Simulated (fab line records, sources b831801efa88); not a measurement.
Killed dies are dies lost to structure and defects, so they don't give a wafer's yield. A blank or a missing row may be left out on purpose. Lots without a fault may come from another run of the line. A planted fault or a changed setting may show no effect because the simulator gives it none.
fab line records | flow sky130
record lots=12 wafers=36 last_day=50
route steps=708 shown NWELL@79 VT_ADJUST_HVTR@141 VT_ADJUST_PCH@151 SONOS_ONO@171
lots that met no fault: from a run of the same line without faults
start_h: hours from the record's first day to the start of the lot's first wafer shown | wait_h: hours since the lot's step before | " the same as in the row above | L1.1+2: a row that stands for several wafers | - no value, or no start given | * or withheld: withheld | < > ~ a bound
route shown NAME@n: a module of which the file shows steps, and the number in the route of the first | usual: mean/standard deviation of fault-free wafers | same: alike in all rows | chamber/n: place in a boat | sites: the reading at each site | _std_site: their standard deviation | _edge_site: outer sites' mean less inner sites' | radius_mm: how far each site lies from the wafer's centre | mask NAME#n: copy n | behind: the tool/chamber that last shaped the wafer | hold: why the lot was held/for how many hours/how that ended | device: the transistor (n, p or np) that didn't switch | end of line: the same wafers' tests at the end of the route | a step without rows: its recipe alone | killed: dies lost to structure and defects at the first sort, not the wafer's yield | map: a wafer's dies, x killed, . not, _ none there
set.NAME: the setting as run; set.NAME@STEP: as run at that earlier step | model.NAME: the simulator's own value behind a step, which no gauge read
steps of the route over a sample of lots; a table a step, a row a wafer
services: from which hour (start_h, from the record's first day; less than 0 if before it) a tool's chamber was out of use, for how many hours, and why
## steps
# step SKY_NWELL_TW_MEAS_26
# usual NWELL_2_TW=496/3.7
# columns lot.wafer tool chamber start_h wait_h NWELL_2_TW
L882.1 film_metro-03 - 104.93 0.1 490
L882.2 " - " " 494
L882.6 " - " " 495
L886.1 film_metro-03 - 128.78 0.1 492
L886.3 " - " " 493
L886.4 " - " " 490
L887.1 film_metro-04 - 136.04 0.1 497
L887.2 " - " " 499
L887.4 " - " " 498
L888.2 film_metro-04 - 136.40 0.1 496
L888.3 " - " " 497
L888.4 " - " " 499
L889.1 film_metro-04 - 144.24 0.1 504
L889.2 " - " " 499
L889.5 " - " " 502
L891.1 film_metro-03 - 157.88 0.1 493
L891.4 " - " " 494
L891.5 " - " " 494
L894.1 film_metro-02 - 176.19 0.1 501
L894.3 " - " " 498
L894.6 " - " " 500
L895.1 film_metro-04 - 180.02 0.1 500
L895.3 " - " " 497
L895.5 " - " " 496
L897.1 film_metro-02 - 208.24 0.1 500
L897.3 " - " " 497
L897.6 " - " " 497
L898.1 film_metro-03 - 208.51 0.1 493
L898.2 " - " " 494
L898.3 " - " " 494
L899.1 film_metro-03 - 211.84 0.1 495
L899.4 " - " " 493
L899.6 " - " " 492
L903.2 film_metro-03 - 231.13 0.1 492
L903.3 " - " " 490
L903.6 " - " " 491
# step SKY_VT_ADJUST_HVTR_STRIP_10
# recipe chemistry=O2/N2 power_w=1400 pressure_mtorr=1500 platen_temp_c=withheld o2_flow_sccm=3000 n2_flow_sccm=300 overash_fraction=0.5
# usual drypump_motor_current_A=5.73/0.24 oes_product_au=0.715/0.004 strip_time_to_endpoint_s=14.21/0.037
# columns lot.wafer tool chamber start_h wait_h drypump_motor_current_A oes_product_au rf_hours_counter_h strip_time_to_endpoint_s
L882.1 plasma_asher-03 1 203.76 0.1 5.95 0.722 52 14.26
L882.2 " 0 " " 5.83 0.712 52 14.23
L882.6 " 1 " " 5.94 0.709 - 14.21
L886.1 plasma_asher-03 1 234.22 0.1 5.94 0.714 54 14.23
L886.3 " 0 " " 5.84 0.716 - 14.26
L886.4 " 1 " " 5.94 0.715 - 14.23
L887.1 plasma_asher-03 0 245.01 0.1 5.83 0.719 55 14.17
L887.2 " 1 " " 5.94 0.719 55 14.20
L887.4 " 1 " " 5.94 0.713 - 14.21
L888.2 plasma_asher-04 1 245.32 0.1 5.90 0.727 55 14.23
L888.3 " 0 " " 5.78 0.720 - 14.21
L888.4 " 1 " " 5.92 0.712 - 14.18
L889.1 plasma_asher-03 1 253.92 0.1 5.96 0.715 56 14.27
L889.2 " 0 " " 5.84 0.716 56 14.26
L889.5 " 0 " " 5.88 0.712 - 14.28
L891.1 plasma_asher-04 0 270.09 0.1 5.76 0.712 58 14.17
L891.4 " 1 " " 5.89 0.718 - 14.16
L891.5 " 0 " " 5.78 0.715 - 14.17
L894.1 plasma_asher-04 0 291.42 0.1 5.77 0.719 60 14.18
L894.3 " 0 " " 5.78 0.706 - 14.15
L894.6 " 1 " " 5.83 0.716 - 14.19
L895.1 plasma_asher-01 0 296.97 0.1 5.27 0.710 51 14.21
L895.3 " 0 " " 5.27 0.727 - 14.20
L895.5 " 0 " " 5.25 0.720 - 14.22
L897.1 plasma_asher-01 0 331.71 0.1 5.29 0.711 54 14.21
L897.3 " 0 " " 5.26 0.712 - 14.17
L897.6 " 0 " " 5.27 0.712 - 14.14
L898.1 plasma_asher-01 0 334.91 0.1 5.32 0.712 54 14.17
L898.2 " 1 " " 5.76 0.716 54 14.17
L898.3 " 0 " " 5.27 0.720 - 14.21
L899.1 plasma_asher-01 0 337.07 0.1 5.25 0.719 55 14.20
L899.4 " 1 " " 5.73 0.711 - 14.21
L899.6 " 1 " " 5.75 0.713 - 14.22
L903.2 plasma_asher-01 0 360.74 0.1 5.25 0.717 57 14.21
L903.3 " 0 " " 5.28 0.714 - 14.23
L903.6 " 0 " " 5.25 0.716 - 14.19
# step SKY_VT_ADJUST_PCH_IMPLANT_08
# recipe species=B energy_kev=10 dose_cm2=5e+11 tilt_deg=withheld
# usual beam_on_s=9.98/0.21 end_station_pressure_torr=4.98e-06/2.5e-07 faraday_current_uA=2.83/0.058
# columns lot.wafer tool chamber start_h wait_h beam_on_s end_station_pressure_torr faraday_current_uA
L882.1 implanter-01 0 225.74 0.0 10.07 5.1e-06 2.80
L882.2 " 0 " " 10.00 5.15e-06 2.81
L882.6 " 0 " " 9.80 5.25e-06 2.88
L886.1 implanter-04 0 258.44 0.0 10.07 4.98e-06 2.80
L886.3 " 0 " " 9.92 4.85e-06 2.83
L886.4 " 0 " " 10.21 4.57e-06 2.76
L887.1 implanter-02 0 269.69 0.0 9.81 4.69e-06 2.88
L887.2 " 0 " " 9.60 4.78e-06 2.93
L887.4 " 0 " " 9.90 5.27e-06 2.85
L888.2 implanter-04 0 269.78 0.0 9.71 4.86e-06 2.90
L888.3 " 0 " " 10.23 4.84e-06 2.76
L888.4 " 0 " " 9.76 4.42e-06 2.89
L889.1 implanter-02 0 277.75 0.0 10.23 5.37e-06 2.77
L889.2 " 0 " " 10.37 5.27e-06 2.72
L889.5 " 0 " " 9.70 4.66e-06 2.90
L891.1 implanter-04 0 294.85 0.0 10.38 4.7e-06 2.71
L891.4 " 0 " " 10.18 5.31e-06 2.78
L891.5 " 0 " " 9.98 4.89e-06 2.81
L894.1 implanter-01 0 317.59 0.0 10.43 5.33e-06 2.71
L894.3 " 0 " " 9.80 5.16e-06 2.87
L894.6 " 0 " " 9.65 4.8e-06 2.93
L895.1 implanter-01 0 322.64 0.0 9.91 5.11e-06 2.84
L895.3 " 0 " " 9.94 5.19e-06 2.85
L895.5 " 0 " " 9.69 4.87e-06 2.89
L897.1 implanter-02 0 358.75 0.0 10.22 4.5e-06 2.77
L897.3 " 0 " " 9.88 4.84e-06 2.86
L897.6 " 0 " " 9.93 4.59e-06 2.85
L898.1 implanter-01 0 361.60 0.0 11.64 8.352e-05 2.41
L898.2 " 0 " " 11.65 8.632e-05 2.41
L898.3 " 0 " " 12.25 9.321e-05 2.30
L899.1 implanter-01 0 363.70 0.0 12.03 8.909e-05 2.34
L899.4 " 0 " " 11.89 8.543e-05 2.38
L899.6 " 0 " " 12.01 9.361e-05 2.35
L903.2 implanter-04 0 388.82 0.0 9.77 4.77e-06 2.89
L903.3 " 0 " " 9.96 5.43e-06 2.83
L903.6 " 0 " " 9.88 5.13e-06 2.87
# step SKY_VT_ADJUST_PCH_TW_MEAS_10
# usual VT_ADJUST_PCH_TW=142.8/1.1
# columns lot.wafer tool chamber start_h wait_h hold VT_ADJUST_PCH_TW
L882.1 film_metro-01 - 225.99 0.1 - 143.9
L882.2 " - " " - 143.8
L882.6 " - " " - 143.2
L886.1 film_metro-01 - 258.69 0.1 - 141.6
L886.3 " - " " - 142.5
L886.4 " - " " - 142.4
L887.1 film_metro-03 - 269.94 0.1 - 142.1
L887.2 " - " " - 142.2
L887.4 " - " " - 141.9
L888.2 film_metro-03 - 270.01 0.1 - 141.8
L888.3 " - " " - 141.3
L888.4 " - " " - 141.0
L889.1 film_metro-01 - 278.00 0.1 - 141.4
L889.2 " - " " - 141.6
L889.5 " - " " - 142.6
L891.1 film_metro-03 - 295.10 0.1 - 142.0
L891.4 " - " " - 141.9
L891.5 " - " " - 142.0
L894.1 film_metro-02 - 317.84 0.1 - 143.8
L894.3 " - " " - 143.6
L894.6 " - " " - 143.4
L895.1 film_metro-03 - 322.89 0.1 - 141.5
L895.3 " - " " - 141.1
L895.5 " - " " - 141.7
L897.1 film_metro-02 - 359.00 0.1 - 144.7
L897.3 " - " " - 142.6
L897.6 " - " " - 144.4
L898.1 film_metro-01 - 361.85 0.1 await_dispo/0.2h/release 148.1
L898.2 " - " " await_dispo/0.2h/release 149.0
L898.3 " - " " await_dispo/0.2h/release 148.8
L898.1 film_metro-01 - 362.08 0.2 - 148.1
L898.2 " - " " - 148.5
L898.3 " - " " - 149.2
L899.1 film_metro-02 - 363.95 0.1 await_dispo/0.2h/release 150.4
L899.4 " - " " await_dispo/0.2h/release 150.6
L899.6 " - " " await_dispo/0.2h/release 150.7
L899.1 film_metro-02 - 364.18 0.2 - 150.4
L899.4 " - " " - 150.5
L899.6 " - " " - 150.7
L903.2 film_metro-01 - 389.05 0.1 - 143.0
L903.3 " - " " - 142.6
L903.6 " - " " - 141.9
# step SKY_SONOS_ONO_THK_MEAS_03
# recipe reads=Si3N4_of_SONOS_ONO_CVD_02
# usual SONOS_ONO_CVD_02_THK=10.38/0.15
# columns lot.wafer tool chamber start_h wait_h SONOS_ONO_CVD_02_THK[nm]
L882.1 film_metro-01 - 252.13 0.0 10.50
L882.2 " - " " 10.46
L882.6 " - " " 10.55
L886.1 film_metro-01 - 288.69 0.0 10.49
L886.3 " - " " 10.54
L886.4 " - " " 10.49
L887.1 film_metro-04 - 297.21 0.0 10.44
L887.2 " - " " 10.24
L887.4 " - " " 10.32
L888.2 film_metro-04 - 301.36 0.0 10.21
L888.3 " - " " 10.44
L888.4 " - " " 10.32
L889.1 film_metro-01 - 308.60 0.0 10.49
L889.2 " - " " 10.57
L889.5 " - " " 10.32
L891.1 film_metro-02 - 325.89 0.0 10.37
L891.4 " - " " 10.29
L891.5 " - " " 10.38
L894.1 film_metro-02 - 351.67 0.0 10.00
L894.3 " - " " 9.98
L894.6 " - " " 10.01
L895.1 film_metro-02 - 355.59 0.0 10.30
L895.3 " - " " 10.29
L895.5 " - " " 10.33
L897.1 film_metro-02 - 390.41 0.0 10.57
L897.3 " - " " 10.62
L897.6 " - " " 10.64
L898.1 film_metro-04 - 397.02 0.0 10.51
L898.2 " - " " 10.44
L898.3 " - " " 10.34
L899.1 film_metro-04 - 398.07 0.0 10.35
L899.4 " - " " 10.43
L899.6 " - " " 10.40
L903.2 film_metro-02 - 422.60 0.0 10.49
L903.3 " - " " 10.65
L903.6 " - " " 10.47
## services
# columns tool chamber start_h hours kind
implanter-04 - 187.35 1.1 repair
plasma_asher-03 - 216.49 14.6 pm
plasma_asher-01 - 249.72 1.3 repair
implanter-04 - 272.55 10.3 repair
implanter-01 - 279.48 4.0 repair
implanter-01 - 284.03 1.2 repair
implanter-04 - 287.14 6.5 pm
implanter-02 - 289.04 20.1 pm
implanter-01 - 293.68 2.1 pm
implanter-01 - 307.49 5.0 pm
implanter-04 - 307.89 5.1 repair
implanter-02 - 322.35 1.5 repair
plasma_asher-04 - 325.69 0.4 repair
plasma_asher-04 - 335.62 4.0 repair
plasma_asher-04 - 349.05 13.1 repair
implanter-02 - 355.53 2.9 repair
implanter-04 - 375.52 5.4 pm
implanter-02 - 381.85 7.1 pm
## key
first_sign step=SKY_VT_ADJUST_PCH_IMPLANT_08 reading=end_station_pressure_torr direction=up sigmas=99+ usual=4.98e-06 struck=8.853e-05
effect step=SKY_VT_ADJUST_PCH_IMPLANT_08 reading=beam_on_s direction=up sigmas=9.1 usual=9.98 struck=11.91
effect step=SKY_VT_ADJUST_PCH_TW_MEAS_10 reading=visit direction=added
effect step=SKY_VT_ADJUST_PCH_TW_MEAS_10 reading=VT_ADJUST_PCH_TW direction=up sigmas=6.2 usual=142.8 struck=149.6
met_at SKY_VT_ADJUST_PCH_IMPLANT_08
struck_lots L898,L899
tester_left_out L898,L899
not_acting_at SKY_NWELL_TW_MEAS_26,SKY_VT_ADJUST_HVTR_STRIP_10,SKY_SONOS_ONO_THK_MEAS_03
onset_between 322.64 361.60
fault kind=process_parameter_drift tool=implanter-01 chamber=- onset_h=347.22 steps=SKY_VT_ADJUST_PCH_IMPLANT_08 channel=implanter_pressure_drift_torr offset=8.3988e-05 shape=step end_h=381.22
fault kind=process_parameter_drift tool=implanter-01 chamber=- onset_h=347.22 steps=SKY_VT_ADJUST_PCH_IMPLANT_08 channel=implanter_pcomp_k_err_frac offset=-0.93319 shape=step end_h=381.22
# tester_left_out: of these lots the tester's yield and bins aren't shown, on N5 and GAA mostly nor the transistor test; their killed dies are dies lost to structure and defects alone, not to doping, threshold or leakage, so they don't give the yield
